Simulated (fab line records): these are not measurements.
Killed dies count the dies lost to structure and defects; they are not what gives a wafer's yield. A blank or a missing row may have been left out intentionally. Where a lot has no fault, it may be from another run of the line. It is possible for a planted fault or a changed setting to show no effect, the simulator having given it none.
Matching of chambers || flow gf180mcu || GF_V3_CMP_04 on cmp-02: 4 sister chambers
The step polishes SiO2. 4 wafers are shown with their chamber, then 12 later ones without.

== WAFERS, EACH WITH ITS CHAMBER ==
{"wafer": "L084.4", "chamber": 0, "motor_current_A (A)": 11.7}
{"wafer": "L088.3", "chamber": 3, "motor_current_A (A)": 13.6}
{"wafer": "L089.5", "chamber": 2, "motor_current_A (A)": 13.8}
{"wafer": "L089.6", "chamber": 1, "motor_current_A (A)": 11.9}

== WAFERS WITHOUT THEIR CHAMBER ==
{"wafer": "L091.1", "motor_current_A (A)": 12.3}
{"wafer": "L091.2", "motor_current_A (A)": 13.4}
{"wafer": "L091.5", "motor_current_A (A)": 13.1}
{"wafer": "L094.1", "motor_current_A (A)": 12.1}
{"wafer": "L094.3", "motor_current_A (A)": 11.7}
{"wafer": "L094.6", "motor_current_A (A)": 11.8}
{"wafer": "L096.2", "motor_current_A (A)": 13.7}
{"wafer": "L096.3", "motor_current_A (A)": 11.8}
{"wafer": "L096.5", "motor_current_A (A)": 12.2}
{"wafer": "L097.1", "motor_current_A (A)": 11.2}
{"wafer": "L097.3", "motor_current_A (A)": 12.9}
{"wafer": "L097.5", "motor_current_A (A)": 11.5}

== WHICH CHAMBER EACH WENT THROUGH ==
{"wafer": "L091.1", "from the rows above": "can't be placed: 1 or 0", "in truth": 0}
{"wafer": "L091.2", "from the rows above": "can't be placed: 3 or 2", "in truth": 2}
{"wafer": "L091.5", "from the rows above": "can't be placed: 3 or 2", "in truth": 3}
{"wafer": "L094.1", "from the rows above": "can't be placed: 1 or 0", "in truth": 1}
{"wafer": "L094.3", "from the rows above": "can't be placed: 0 or 1", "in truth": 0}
{"wafer": "L094.6", "from the rows above": "can't be placed: 1 or 0", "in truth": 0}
{"wafer": "L096.2", "from the rows above": "can't be placed: 3 or 2", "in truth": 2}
{"wafer": "L096.3", "from the rows above": "can't be placed: 1 or 0", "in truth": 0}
{"wafer": "L096.5", "from the rows above": "can't be placed: 1 or 0", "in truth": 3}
{"wafer": "L097.1", "from the rows above": "can't be placed: 0 or 1", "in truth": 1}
{"wafer": "L097.3", "from the rows above": "can't be placed: 3 or 2 or 1 or 0", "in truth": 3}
{"wafer": "L097.5", "from the rows above": "can't be placed: 0 or 1", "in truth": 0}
0 of 12 placed correctly. Can't be placed from these rows: 12 (the true chamber is among the candidates in 11). Placed wrongly: 0.
How it was worked out, from the rows above alone: a wafer's distance from a chamber is the root of the sum, over the readings, of the square of ((its reading less the chamber's mean) divided by the reading's scatter). If the next closest chamber is less than 2 further off than the closest, the wafer can't be placed; otherwise it belongs to the closest. For every chamber, the mean is computed from those of its wafers that are shown. The scatter: with one shown wafer a chamber, the root of the mean of the squares of how far each hidden wafer lies from its nearest shown one.
